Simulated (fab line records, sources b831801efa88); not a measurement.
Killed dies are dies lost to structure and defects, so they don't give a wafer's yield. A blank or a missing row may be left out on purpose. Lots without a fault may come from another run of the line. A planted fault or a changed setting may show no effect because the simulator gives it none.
fab line records | flow sky130
record lots=11 wafers=33 last_day=50
route steps=708 shown VIA3@594 METAL4@635 VIA4@641 PAD_OPEN@708
lots that met no fault: from a run of the same line without faults
start_h: hours from the record's first day to the start of the lot's first wafer shown | wait_h: hours since the lot's step before | " the same as in the row above | L1.1+2: a row that stands for several wafers | - no value, or no start given | * or withheld: withheld | < > ~ a bound
route shown NAME@n: a module of which the file shows steps, and the number in the route of the first | usual: mean/standard deviation of fault-free wafers | same: alike in all rows | chamber/n: place in a boat | sites: the reading at each site | _std_site: their standard deviation | _edge_site: outer sites' mean less inner sites' | radius_mm: how far each site lies from the wafer's centre | mask NAME#n: copy n | behind: the tool/chamber that last shaped the wafer | hold: why the lot was held/for how many hours/how that ended | device: the transistor (n, p or np) that didn't switch | end of line: the same wafers' tests at the end of the route | a step without rows: its recipe alone | killed: dies lost to structure and defects at the first sort, not the wafer's yield | map: a wafer's dies, x killed, . not, _ none there
set.NAME: the setting as run; set.NAME@STEP: as run at that earlier step | model.NAME: the simulator's own value behind a step, which no gauge read
steps of the route over a sample of lots; a table a step, a row a wafer
services: from which hour (start_h, from the record's first day; less than 0 if before it) a tool's chamber was out of use, for how many hours, and why
## steps
# step SKY_VIA3_CVD_21
# recipe material=W target_thk_nm=390 time_s=117.31 temp_c=400 pressure_torr=40
# usual heater_power_w=874/53
# columns lot.wafer tool chamber start_h wait_h heater_power_w
L818.1 cvd_w-01 1 928.14 0.0 913
L818.3 " 0 " " 825
L818.5 " 0 " " 838
L819.2 cvd_w-02 1 929.38 0.0 791
L819.3 " 0 " " 953
L819.5 " 0 " " 931
L820.2 cvd_w-01 0 941.44 0.0 839
L820.5 " 0 " " 861
L820.6 " 1 " " 931
L827.2 cvd_w-01 1 1004.38 0.0 922
L827.3 " 0 " " 844
L827.5 " 0 " " 829
L826.1 cvd_w-01 1 1006.49 0.0 901
L826.2 " 0 " " 833
L826.5 " 0 " " 862
L828.1 cvd_w-01 1 1007.08 0.0 925
L828.2 " 0 " " 843
L828.5 " 1 " " 913
L831.1 cvd_w-02 1 1017.09 0.0 790
L831.2 " 0 " " 928
L831.3 " 0 " " 914
L832.1 cvd_w-02 0 1026.74 0.0 931
L832.2 " 1 " " 792
L832.6 " 0 " " 929
L838.2 cvd_w-02 0 1056.85 0.0 961
L838.3 " 1 " " 801
L838.4 " 0 " " 966
L839.1 cvd_w-02 1 1063.53 0.0 808
L839.3 " 1 " " 807
L839.5 " 1 " " 799
L841.2 cvd_w-02 1 1073.24 0.0 800
L841.4 " 1 " " 786
L841.5 " 1 " " 812
# step SKY_METAL4_STRIP_19
# recipe chemistry=O2/N2 power_w=1400 pressure_mtorr=1500 platen_temp_c=withheld o2_flow_sccm=3000 n2_flow_sccm=300 overash_fraction=0.5
# usual drypump_motor_current_A=5.7/0.69 oes_product_au=0.498/0.0069 strip_time_to_endpoint_s=6.45/0.13
# columns lot.wafer tool chamber start_h wait_h drypump_motor_current_A oes_product_au rf_hours_counter_h strip_time_to_endpoint_s
L818.1 plasma_asher-02 0 977.61 0.1 6.2 0.494 54 6.31
L818.3 " 1 " " 5.2 0.493 - 6.34
L818.5 " 1 " " 5.2 0.489 - 6.30
L819.2 plasma_asher-01 0 980.06 0.1 6.1 0.498 80 6.39
L819.3 " 0 " " 6.2 0.497 - 6.38
L819.5 " 0 " " 6.1 0.489 - 6.34
L820.2 plasma_asher-02 1 991.09 0.1 5.2 0.508 56 6.47
L820.5 " 1 " " 5.2 0.501 - 6.37
L820.6 " 0 " " 6.2 0.505 - 6.46
L827.2 plasma_asher-04 0 1051.36 0.1 6.6 0.500 30 6.44
L827.3 " 1 " " 4.7 0.495 - 6.20
L827.5 " 0 " " 6.6 0.494 - 6.32
L826.1 plasma_asher-04 1 1053.86 0.1 4.7 0.497 31 6.33
L826.2 " 0 " " 6.5 0.495 31 6.31
L826.5 " 0 " " 6.5 0.493 - 6.32
L828.1 plasma_asher-02 0 1054.91 0.1 6.3 0.490 62 6.35
L828.2 " 1 " " 5.1 0.500 62 6.47
L828.5 " 0 " " 6.2 0.493 - 6.40
L831.1 plasma_asher-02 0 1064.37 0.1 6.2 0.511 64 6.68
L831.2 " 1 " " 5.2 0.503 64 6.51
L831.3 " 0 " " 6.2 0.505 - 6.75
L832.1 plasma_asher-04 0 1073.21 0.1 6.5 0.509 33 6.61
L832.2 " 1 " " 4.7 0.495 33 6.51
L832.6 " 1 " " 4.7 0.510 - 6.68
L838.2 plasma_asher-04 0 1100.69 0.1 6.5 0.507 36 6.59
L838.3 " 1 " " 4.7 0.505 - 6.53
L838.4 " 0 " " 6.5 0.505 - 6.67
L839.1 plasma_asher-01 0 1106.86 0.1 6.2 0.501 93 6.33
L839.3 " 0 " " 6.1 0.487 - 6.41
L839.5 " 0 " " 6.2 0.501 - 6.41
L841.2 plasma_asher-01 1 1115.26 0.1 5.5 0.496 93 6.44
L841.4 " 0 " " 6.1 0.506 - 6.40
L841.5 " 0 " " 6.2 0.504 - 6.47
# step SKY_VIA4_CMP_02
# recipe material=SiO2 down_force_psi=4 platen_rpm=60 pad_velocity_m_s=0.94248
# usual edge_zone_pressure_frac=1.001/0.0043 motor_current_A=12.6/1.7 slurry_filter_dp_kPa=13.49/0.15
# columns lot.wafer tool chamber start_h wait_h edge_zone_pressure_frac motor_current_A slurry_filter_dp_kPa
L818.3 cmp-01 0 978.57 0.0 1.008 11.5 13.36
L818.1 " 1 " " 1.008 14.4 13.75
L818.5 " 1 " " 1.000 13.4 13.41
L819.2 cmp-01 1 980.99 0.0 1.005 13.6 13.60
L819.3 " 0 " " 1.005 11.9 13.66
L819.5 " 1 " " 1.002 14.1 13.43
L820.2 cmp-02 3 992.01 0.1 1.004 14.5 13.57
L820.6 " 2 " " 1.006 13.5 13.66
L820.5 " 3 " " 1.009 15.2 13.61
L827.2 cmp-02 1 1052.20 0.0 1.000 11.5 13.40
L827.3 " 3 " " 1.004 15.2 13.63
L827.5 " 2 " " 1.004 14.0 13.68
L826.2 cmp-01 2 1054.83 0.1 1.003 14.5 13.21
L826.1 " 3 " " 0.990 9.5 13.49
L826.5 " 1 " " 1.003 13.2 13.53
L828.2 cmp-02 0 1055.84 0.1 1.004 10.8 13.31
L828.1 " 2 " " 0.999 13.7 13.59
L828.5 " 0 " " 1.002 11.0 13.45
L831.2 cmp-02 1 1065.24 0.0 0.998 11.1 13.53
L831.3 " 2 " " 0.993 13.2 13.61
L831.1 " 0 " " 0.997 10.7 13.71
L832.2 cmp-01 1 1074.05 0.0 0.995 13.2 13.48
L832.1 " 0 " " 1.008 12.1 13.71
L832.6 " 1 " " 0.997 13.5 13.48
L838.2 cmp-02 1 1101.67 0.0 0.999 11.6 13.72
L838.4 " 3 " " 1.001 15.1 13.40
L838.3 " 0 " " 0.994 10.4 13.70
L839.1 cmp-02 0 1107.73 0.1 0.996 11.3 13.57
L839.3 " 3 " " 0.994 14.0 13.70
L839.5 " 1 " " 0.996 11.8 13.21
L841.2 cmp-02 3 1116.11 0.1 0.997 15.2 13.57
L841.4 " 2 " " 1.002 13.8 13.34
L841.5 " 3 " " 1.004 15.2 13.29
# step SKY_VIA4_STRIP_13
# recipe chemistry=O2/N2 power_w=1400 pressure_mtorr=1500 platen_temp_c=withheld o2_flow_sccm=3000 n2_flow_sccm=300 overash_fraction=0.5
# usual drypump_motor_current_A=5.7/0.4 oes_product_au=0.709/0.0049 strip_time_to_endpoint_s=12.81/0.036
# columns lot.wafer tool chamber start_h wait_h drypump_motor_current_A oes_product_au rf_hours_counter_h strip_time_to_endpoint_s
L818.1 plasma_asher-01 0 1002.58 - 6.2 0.707 82 12.79
L818.3 " 0 " " 6.2 0.709 - 12.81
L818.5 " 1 " " 5.5 0.706 - 12.82
L819.2 plasma_asher-02 1 1004.89 - 5.2 0.718 57 12.81
L819.3 " 0 " " 6.2 0.713 - 12.82
L819.5 " 0 " " 6.2 0.707 - 12.80
L820.2 plasma_asher-01 1 1015.63 - 5.4 0.717 84 12.85
L820.5 " 0 " " 6.1 0.701 - 12.88
L820.6 " 1 " " 5.4 0.715 - 12.78
L827.2 plasma_asher-01 0 1074.34 - 6.2 0.707 89 12.79
L827.3 " 1 " " 5.5 0.715 - 12.78
L827.5 " 1 " " 5.5 0.715 - 12.83
L826.1 plasma_asher-02 1 1076.53 - 5.2 0.708 65 12.76
L826.2 " 0 " " 6.2 0.712 65 12.79
L826.5 " 1 " " 5.2 0.711 - 12.81
L828.1 plasma_asher-02 1 1077.43 - 5.2 0.702 65 12.89
L828.2 " 0 " " 6.2 0.713 65 12.82
L828.5 " 0 " " 6.2 0.707 - 12.80
L831.1 plasma_asher-03 0 1086.99 - 5.8 0.714 2 12.81
L831.2 " 1 " " 5.3 0.699 2 12.86
L831.3 " 1 " " 5.3 0.713 - 12.91
L832.1 plasma_asher-01 0 1095.19 - 6.2 0.710 91 12.80
L832.2 " 1 " " 5.5 0.722 91 12.81
L832.6 " 1 " " 5.4 0.703 - 12.77
L838.2 plasma_asher-03 0 1120.99 - 5.8 0.710 5 12.84
L838.3 " 0 " " 5.8 0.703 - 12.89
L838.4 " 1 " " 5.3 0.709 - 12.79
L839.1 plasma_asher-01 1 1128.14 - 5.4 0.707 95 12.90
L839.3 " 0 " " 6.2 0.702 - 12.84
L839.5 " 0 " " 6.2 0.706 - 12.85
L841.2 plasma_asher-03 1 1134.64 - 5.3 0.714 6 12.84
L841.4 " 1 " " 5.3 0.714 - 12.85
L841.5 " 0 " " 5.8 0.713 - 12.80
# step SKY_PAD_OPEN_PROBE_99
# usual defect_limited_yield=82.5/1.9 killed_at_M0_to_M3=43/6.4 killed_at_M4_up=2.9/1.7 killed_at_contacts=24/5 killed_at_front_end=15/4 killed_at_other=0.4/0.62 killed_dies=86/9.3 killed_open=47/6.8 killed_short=38/5.8 sort_bin_3_pad_short=0.9/0.42 sort_bin_5_function=10.3/1.5 sort_bin_6_memory=6.3/1.1 sort_n_pass=406/9.3 sort_yield_pct=82.5/1.9
# same gross_dies=492 killed_at_back_side=0 sort_bin_4_leakage[%]=0 sort_bin_8_speed[%]=0
# columns lot.wafer tool chamber start_h wait_h hold defect_limited_yield[%] killed_at_M0_to_M3 killed_at_M4_up killed_at_contacts killed_at_front_end killed_at_other killed_dies killed_open killed_short sort_bin_3_pad_short[%] sort_bin_5_function[%] sort_bin_6_memory[%] sort_n_pass sort_yield_pct[%]
L818.1 prober-02 - 1072.64 0.1 - 81.3 43 4 33 12 0 92 51 40 0.8 10.8 7.1 400 81.3
L818.3 prober-02 - 1072.74 0.2 - 80.9 53 4 21 15 1 94 48 46 0.8 11.2 7.1 398 80.9
L818.5 prober-02 - 1072.84 0.2 - 79.7 51 1 30 18 0 100 50 49 0.8 12.0 7.5 392 79.7
L819.2 prober-01 - 1076.14 0.1 - 85.2 31 4 22 16 0 73 37 36 0.4 8.9 5.5 419 85.2
L819.3 prober-01 - 1076.19 0.2 - 86.2 34 0 15 18 1 68 33 33 1.0 7.7 5.1 424 86.2
L819.5 prober-01 - 1076.29 0.2 - 81.5 45 0 30 16 0 91 54 37 0.4 10.4 7.7 401 81.5
L820.2 prober-02 - 1085.85 0.1 - 81.9 39 4 36 10 0 89 46 43 1.0 10.2 6.9 403 81.9
L820.5 prober-02 - 1086.00 0.2 - 85.4 42 1 19 10 0 72 39 32 1.2 6.7 6.7 420 85.4
L820.6 prober-02 - 1086.05 0.2 - 80.9 43 1 34 16 0 94 48 46 0.6 11.0 7.5 398 80.9
L827.2 prober-02 - 1139.10 0.1 await_dispo/1.7h/release 72.2 99 1 24 12 1 137 45 39 3.0 18.5 6.3 355 72.2
L827.3 prober-02 - 1139.15 0.2 await_dispo/1.7h/release 85.0 37 1 22 14 0 74 42 32 1.2 8.7 5.1 418 85.0
L827.5 prober-02 - 1139.25 0.2 await_dispo/1.7h/release 82.1 41 2 31 14 0 88 57 31 0.4 9.3 8.1 404 82.1
L826.1 prober-02 - 1140.35 0.1 await_dispo/2.9h/release 75.0 83 3 22 15 0 123 36 34 2.2 16.9 5.9 369 75.0
L826.2 prober-02 - 1140.40 0.1 await_dispo/2.9h/release 86.0 32 6 25 6 0 69 34 35 0.8 8.9 4.3 423 86.0
L826.5 prober-02 - 1140.55 0.2 await_dispo/2.9h/release 80.3 55 4 22 15 1 97 52 44 1.0 11.6 7.1 395 80.3
L828.1 prober-02 - 1140.70 0.1 await_dispo/4.6h/release 73.8 92 2 22 13 0 129 46 35 2.2 17.3 6.7 363 73.8
L828.2 prober-02 - 1140.75 0.1 await_dispo/4.6h/release 83.5 39 7 20 14 1 81 50 30 0.8 8.5 7.1 411 83.5
L828.5 prober-02 - 1140.90 0.2 await_dispo/4.6h/release 73.4 92 4 23 12 0 131 44 37 2.2 16.5 7.9 361 73.4
L831.1 prober-02 - 1150.34 0.1 - 81.7 50 1 21 18 0 90 45 45 1.4 9.3 7.5 402 81.7
L831.2 prober-02 - 1150.39 0.1 - 85.0 41 2 20 10 1 74 39 35 1.0 8.9 5.1 418 85.0
L831.3 prober-02 - 1150.44 0.2 - 80.5 47 3 22 24 0 96 55 40 0.4 11.2 7.9 396 80.5
L832.1 prober-01 - 1155.81 0.1 - 83.7 42 1 24 13 0 80 45 35 1.0 10.6 4.7 412 83.7
L832.2 prober-01 - 1155.86 0.1 - 82.5 53 4 20 9 0 86 53 33 0.6 10.6 6.3 406 82.5
L832.6 prober-01 - 1156.06 0.2 - 82.9 38 3 27 16 0 84 43 41 1.2 8.9 6.9 408 82.9
L838.2 prober-01 - 1180.45 0.1 - 80.7 48 3 27 17 0 95 47 46 1.0 12.2 6.1 397 80.7
L838.3 prober-01 - 1180.50 0.2 - 81.1 47 2 27 16 1 93 59 34 0.6 10.6 7.7 399 81.1
L838.4 prober-01 - 1180.55 0.2 - 77.8 53 1 34 21 0 109 67 39 0.8 13.6 7.7 383 77.8
L839.1 prober-02 - 1185.49 0.1 - 87.6 30 1 17 13 0 61 38 23 0.4 7.3 4.7 431 87.6
L839.3 prober-02 - 1185.59 0.2 - 84.3 29 3 25 19 1 77 40 37 1.4 9.3 4.9 415 84.3
L839.5 prober-02 - 1185.69 0.2 - 80.1 46 2 29 21 0 98 58 40 0.6 11.8 7.5 394 80.1
L841.2 prober-02 - 1191.41 0.1 - 81.3 48 4 25 14 1 92 57 35 0.4 11.6 6.7 400 81.3
L841.4 prober-02 - 1191.51 0.2 - 84.1 33 0 23 22 0 78 38 38 1.4 8.9 5.5 414 84.1
L841.5 prober-02 - 1191.56 0.2 - 79.1 53 4 30 15 1 103 49 54 0.8 12.4 7.7 389 79.1
# killed by level:class
L818.1 LI_CONTACT:geometric_particle:open=10 VIA3:geometric_particle:open=10 CONTACT:geometric_particle:open=9 LI_CONTACT:geometric_particle:short=8 VIA1:geometric_particle:open=8 METAL1:geometric_particle:short=5 CONTACT:geometric_particle:short=4 VIA2:geometric_particle:open=4
L818.3 VIA1:geometric_particle:open=10 VIA2:geometric_particle:open=10 LI_CONTACT:geometric_particle:short=9 VIA3:geometric_particle:open=8 CONTACT:geometric_particle:open=6 VIA3:geometric_particle:short=5 VIA1:geometric_particle:short=5 VIA2:geometric_particle:short=5
L818.5 VIA1:geometric_particle:open=10 METAL1:geometric_particle:short=9 VIA3:geometric_particle:open=9 CONTACT:geometric_particle:open=8 LI_CONTACT:geometric_particle:open=6 VIA2:geometric_particle:open=6 CONTACT:geometric_particle:short=6 LOCAL_INTERCONNECT:geometric_particle:short=5
L819.2 VIA1:geometric_particle:open=8 CONTACT:geometric_particle:open=7 LOCAL_INTERCONNECT:geometric_particle:short=5 POLY_GATE:geometric_particle:short=4 POLY_GATE:geometric_particle:open=4 LI_CONTACT:geometric_particle:open=4 VIA1:geometric_particle:short=4 METAL2:geometric_particle:short=4
L819.3 VIA3:geometric_particle:short=7 CONTACT:geometric_particle:open=6 VIA3:geometric_particle:open=6 FIELD_ISO:geometric_particle:short=5 POLY_GATE:geometric_particle:open=5 VIA1:geometric_particle:open=5 VIA2:geometric_particle:open=5 VIA1:geometric_particle:short=4
L819.5 VIA1:geometric_particle:open=14 CONTACT:geometric_particle:open=10 LI_CONTACT:geometric_particle:open=8 VIA2:geometric_particle:open=7 FIELD_ISO:geometric_particle:short=6 CONTACT:geometric_particle:short=6 VIA1:geometric_particle:short=6 POLY_GATE:geometric_particle:open=4
L820.2 CONTACT:geometric_particle:open=12 LOCAL_INTERCONNECT:geometric_particle:short=8 VIA1:geometric_particle:open=8 CONTACT:geometric_particle:short=6 VIA3:geometric_particle:open=6 VIA3:geometric_particle:short=6 VIA2:geometric_particle:open=5 LOCAL_INTERCONNECT:geometric_particle:open=4
L820.5 VIA1:geometric_particle:open=10 VIA3:geometric_particle:open=6 LI_CONTACT:geometric_particle:open=5 LOCAL_INTERCONNECT:geometric_particle:short=5 VIA2:geometric_particle:open=5 METAL1:geometric_particle:short=4 METAL3:geometric_particle:short=3 CONTACT:geometric_particle:short=3
L820.6 LI_CONTACT:geometric_particle:open=13 CONTACT:geometric_particle:open=12 VIA1:geometric_particle:short=10 VIA1:geometric_particle:open=8 METAL2:geometric_particle:short=8 FIELD_ISO:geometric_particle:short=5 LOCAL_INTERCONNECT:geometric_particle:short=4 FIELD_ISO:geometric_particle:open=3
L827.2 VIA3:unspecified=52 VIA1:geometric_particle:open=14 CONTACT:geometric_particle:open=12 METAL2:geometric_particle:short=8 METAL3:geometric_particle:short=7 CONTACT:geometric_particle:short=6 FIELD_ISO:geometric_particle:open=5 VIA1:geometric_particle:short=4
L827.3 LI_CONTACT:geometric_particle:open=8 CONTACT:geometric_particle:open=8 METAL1:geometric_particle:short=7 FIELD_ISO:geometric_particle:open=5 VIA1:geometric_particle:open=5 VIA1:geometric_particle:short=5 VIA2:geometric_particle:open=5 VIA3:geometric_particle:open=5
L827.5 CONTACT:geometric_particle:open=12 VIA3:geometric_particle:open=9 VIA1:geometric_particle:open=9 LI_CONTACT:geometric_particle:open=8 POLY_GATE:geometric_particle:open=5 CONTACT:geometric_particle:short=5 METAL1:geometric_particle:short=4 VIA1:geometric_particle:short=4
L826.1 VIA3:unspecified=51 CONTACT:geometric_particle:open=8 VIA3:geometric_particle:open=7 LOCAL_INTERCONNECT:geometric_particle:short=6 METAL1:geometric_particle:short=6 POLY_GATE:geometric_particle:short=5 VIA2:geometric_particle:open=4 POLY_GATE:geometric_particle:open=3
L826.2 CONTACT:geometric_particle:open=10 LOCAL_INTERCONNECT:geometric_particle:short=7 VIA1:geometric_particle:open=6 VIA2:geometric_particle:open=6 VIA1:geometric_particle:short=4 METAL2:geometric_particle:short=4 VIA3:geometric_particle:open=4 CONTACT:geometric_particle:short=3
L826.5 VIA1:geometric_particle:open=11 LI_CONTACT:geometric_particle:open=10 VIA2:geometric_particle:open=10 VIA1:geometric_particle:short=8 FIELD_ISO:geometric_particle:short=5 CONTACT:geometric_particle:open=5 CONTACT:geometric_particle:short=5 METAL2:geometric_particle:short=5
L828.1 VIA3:unspecified=44 VIA1:geometric_particle:open=14 CONTACT:geometric_particle:open=11 VIA1:geometric_particle:short=8 VIA3:geometric_particle:open=6 LOCAL_INTERCONNECT:geometric_particle:short=5 METAL2:geometric_particle:short=5 VIA2:geometric_particle:open=5
L828.2 CONTACT:geometric_particle:open=11 VIA2:geometric_particle:open=10 VIA1:geometric_particle:open=9 VIA1:geometric_particle:short=7 FIELD_ISO:geometric_particle:open=6 METAL4:geometric_particle:short=6 CONTACT:geometric_particle:short=4 VIA3:geometric_particle:open=4
L828.5 VIA3:unspecified=50 VIA1:geometric_particle:open=13 CONTACT:geometric_particle:open=9 VIA1:geometric_particle:short=7 FIELD_ISO:geometric_particle:short=5 LI_CONTACT:geometric_particle:open=4 LOCAL_INTERCONNECT:geometric_particle:open=4 FIELD_ISO:geometric_particle:open=3
L831.1 VIA1:geometric_particle:open=15 FIELD_ISO:geometric_particle:short=8 VIA2:geometric_particle:open=8 VIA3:geometric_particle:short=6 CONTACT:geometric_particle:open=6 CONTACT:geometric_particle:short=5 METAL1:geometric_particle:short=5 FIELD_ISO:geometric_particle:open=4
L831.2 VIA2:geometric_particle:open=8 VIA1:geometric_particle:open=7 CONTACT:geometric_particle:open=6 LI_CONTACT:geometric_particle:open=5 CONTACT:geometric_particle:short=5 VIA1:geometric_particle:short=5 VIA3:geometric_particle:open=4 METAL3:geometric_particle:short=4
L831.3 VIA1:geometric_particle:open=15 LI_CONTACT:geometric_particle:open=7 VIA2:geometric_particle:open=7 FIELD_ISO:geometric_particle:short=6 FIELD_ISO:geometric_particle:open=6 POLY_GATE:geometric_particle:open=6 CONTACT:geometric_particle:short=6 CONTACT:geometric_particle:open=5
L832.1 VIA2:geometric_particle:open=10 CONTACT:geometric_particle:open=9 METAL1:geometric_particle:short=7 VIA1:geometric_particle:open=7 METAL3:geometric_particle:short=7 VIA3:geometric_particle:open=6 LI_CONTACT:geometric_particle:open=5 LOCAL_INTERCONNECT:geometric_particle:short=5
L832.2 VIA1:geometric_particle:open=13 VIA3:geometric_particle:open=10 CONTACT:geometric_particle:open=10 METAL2:geometric_particle:short=8 VIA2:geometric_particle:open=7 VIA3:geometric_particle:short=5 POLY_GATE:geometric_particle:open=3 LI_CONTACT:geometric_particle:open=3
L832.6 CONTACT:geometric_particle:open=10 LI_CONTACT:geometric_particle:open=7 FIELD_ISO:geometric_particle:open=6 VIA1:geometric_particle:short=6 VIA2:geometric_particle:open=5 CONTACT:geometric_particle:short=5 VIA1:geometric_particle:open=5 VIA3:geometric_particle:open=5
L838.2 VIA1:geometric_particle:open=17 VIA1:geometric_particle:short=10 LI_CONTACT:geometric_particle:open=9 FIELD_ISO:geometric_particle:short=7 CONTACT:geometric_particle:open=6 METAL1:geometric_particle:short=5 METAL3:geometric_particle:short=4 LOCAL_INTERCONNECT:geometric_particle:short=4
L838.3 VIA1:geometric_particle:open=16 CONTACT:geometric_particle:open=11 LI_CONTACT:geometric_particle:open=10 FIELD_ISO:geometric_particle:short=7 VIA2:geometric_particle:open=7 VIA1:geometric_particle:short=5 VIA3:geometric_particle:open=5 METAL1:geometric_particle:short=4
L838.4 VIA1:geometric_particle:open=16 LI_CONTACT:geometric_particle:open=14 VIA2:geometric_particle:open=9 VIA3:geometric_particle:open=9 CONTACT:geometric_particle:open=7 FIELD_ISO:geometric_particle:short=6 METAL2:geometric_particle:short=6 FIELD_ISO:geometric_particle:open=5
L839.1 CONTACT:geometric_particle:open=8 VIA1:geometric_particle:open=6 VIA2:geometric_particle:open=6 VIA3:geometric_particle:open=5 FIELD_ISO:geometric_particle:short=4 LOCAL_INTERCONNECT:geometric_particle:short=4 FIELD_ISO:geometric_particle:open=3 METAL1:geometric_particle:short=3
L839.3 CONTACT:geometric_particle:open=12 VIA1:geometric_particle:open=7 CONTACT:geometric_particle:short=5 LI_CONTACT:geometric_particle:open=4 METAL1:geometric_particle:short=4 VIA3:geometric_particle:open=4 FIELD_ISO:geometric_particle:short=3 FIELD_ISO:geometric_particle:open=3
L839.5 VIA1:geometric_particle:open=14 CONTACT:geometric_particle:open=11 VIA1:geometric_particle:short=7 VIA2:geometric_particle:open=7 FIELD_ISO:geometric_particle:short=6 CONTACT:geometric_particle:short=6 FIELD_ISO:geometric_particle:open=5 VIA3:geometric_particle:open=5
L841.2 CONTACT:geometric_particle:open=14 VIA1:geometric_particle:open=13 VIA2:geometric_particle:open=8 VIA2:geometric_particle:short=6 LI_CONTACT:geometric_particle:open=6 VIA3:geometric_particle:open=5 POLY_GATE:geometric_particle:short=4 METAL1:geometric_particle:short=4
L841.4 VIA1:geometric_particle:open=10 CONTACT:geometric_particle:open=9 POLY_GATE:geometric_particle:short=6 METAL1:geometric_particle:short=6 VIA1:geometric_particle:short=5 CONTACT:geometric_particle:short=5 FIELD_ISO:geometric_particle:short=4 POLY_GATE:geometric_particle:open=4
L841.5 VIA1:geometric_particle:open=15 METAL1:geometric_particle:short=8 VIA2:geometric_particle:open=8 LI_CONTACT:geometric_particle:open=7 LOCAL_INTERCONNECT:geometric_particle:short=7 CONTACT:geometric_particle:open=7 VIA2:geometric_particle:short=7 LI_CONTACT:geometric_particle:short=6
## services
# columns tool chamber start_h hours kind
cmp-01 - 912.14 4.0 pm
cmp-01 - 916.14 - consumable_replace:conditioner
cmp-01 - 916.14 - consumable_replace:pad
cvd_w-01 0 918.00 - clean
cvd_w-01 1 918.00 - clean
plasma_asher-03 - 930.60 2.6 repair
plasma_asher-04 - 963.10 2.2 repair
cmp-02 - 976.87 3.3 repair
cmp-01 - 990.75 6.4 repair
cvd_w-01 1 992.30 4.4 repair
cvd_w-02 - 992.85 6.0 pm
cmp-01 - 1004.84 1.1 repair
cvd_w-01 - 1024.74 4.8 repair
cmp-01 - 1034.85 2.1 repair
plasma_asher-03 - 1055.25 9.0 pm
plasma_asher-03 0 1055.25 9.0 vent_cycle
cmp-01 - 1066.55 1.3 repair
cmp-02 - 1085.56 2.8 repair
cmp-02 - 1091.43 4.0 pm
cmp-02 - 1095.43 - consumable_replace:conditioner
cmp-02 - 1095.43 - consumable_replace:pad
cmp-01 - 1102.11 4.0 pm
plasma_asher-03 - 1113.02 2.0 repair
cmp-02 - 1120.12 5.2 pm
## key
first_sign step=SKY_PAD_OPEN_PROBE_99 reading=killed_at_M0_to_M3 direction=up sigmas=7.6 usual=43 struck=92
effect step=SKY_PAD_OPEN_PROBE_99 reading=defect_limited_yield direction=down sigmas=4.7 usual=82.5 struck=73.6
met_at SKY_VIA3_CVD_21
struck_lots L826,L827,L828
struck_wafers L826.1,L827.2,L828.1,L828.5
not_acting_at SKY_METAL4_STRIP_19,SKY_VIA4_CMP_02,SKY_VIA4_STRIP_13
onset_between 941.44 1004.38
fault kind=chamber_particle_source tool=cvd_w-01 chamber=1 onset_h=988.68 steps=SKY_VIA3_CVD_21 rate_per_visit_cm2=0.64425 end_h=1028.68
